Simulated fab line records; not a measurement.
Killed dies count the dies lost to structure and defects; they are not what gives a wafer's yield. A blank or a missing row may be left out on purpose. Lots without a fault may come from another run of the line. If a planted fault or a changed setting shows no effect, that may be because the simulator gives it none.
Matching of chambers -- flow gf180mcu -- 4 sister chambers for GF_V1_ETCH_16 on rie-diel-03
The step etches BARC in N2/H2. 8 wafers are shown with their chamber, then 8 later ones without.

== EACH WAFER AND ITS CHAMBER ==
wafer,chamber,throttle-valve-pct (%),chamber-pressure-mTorr (mTorr)
L334.6,3,13.235,29.983
L336.1,2,13.234,29.931
L336.4,3,13.221,30.034
L336.5,0,13.223,30.015
L345.1,1,13.222,29.977
L345.2,2,13.227,29.995
L345.4,0,13.233,30.004
L346.2,1,13.220,29.972

== WAFERS WHOSE CHAMBER IS MISSING ==
wafer,throttle-valve-pct (%),chamber-pressure-mTorr (mTorr)
L346.5,13.243,29.981
L346.6,13.227,30.047
L347.3,13.215,30.045
L347.4,13.240,30.026
L347.6,13.221,30.005
L350.1,13.216,29.995
L350.2,13.209,30.025
L350.5,13.225,29.995

== THE CHAMBER EACH PASSED THROUGH ==
wafer,from the rows above,in truth
L346.5,can't be placed: 2 or 3 or 0 or 1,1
L346.6,can't be placed: 0 or 3 or 1 or 2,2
L347.3,can't be placed: 0 or 3 or 1 or 2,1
L347.4,can't be placed: 0 or 3 or 2 or 1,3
L347.6,can't be placed: 1 or 3 or 0 or 2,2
L350.1,can't be placed: 1 or 3 or 0 or 2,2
L350.2,can't be placed: 1 or 0 or 3 or 2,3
L350.5,can't be placed: 3 or 0 or 1 or 2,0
0 of 8 placed correctly. From these rows, 8 cannot be placed; in 8 the true chamber is one of the candidates. Number placed wrongly: 0.
How it was worked out, from the rows above alone: a wafer's distance from a chamber is the root of the sum, over the readings, of the square of ((its reading less the chamber's mean) divided by the reading's scatter). If the next closest chamber is less than 2 further off than the closest, the wafer can't be placed; otherwise it belongs to the closest. Each chamber's mean is taken over the wafers shown for it. The scatter is the square root of a quotient: the sum, over the shown wafers, of each reading's squared deviation from its chamber's mean, divided by wafers minus chambers.
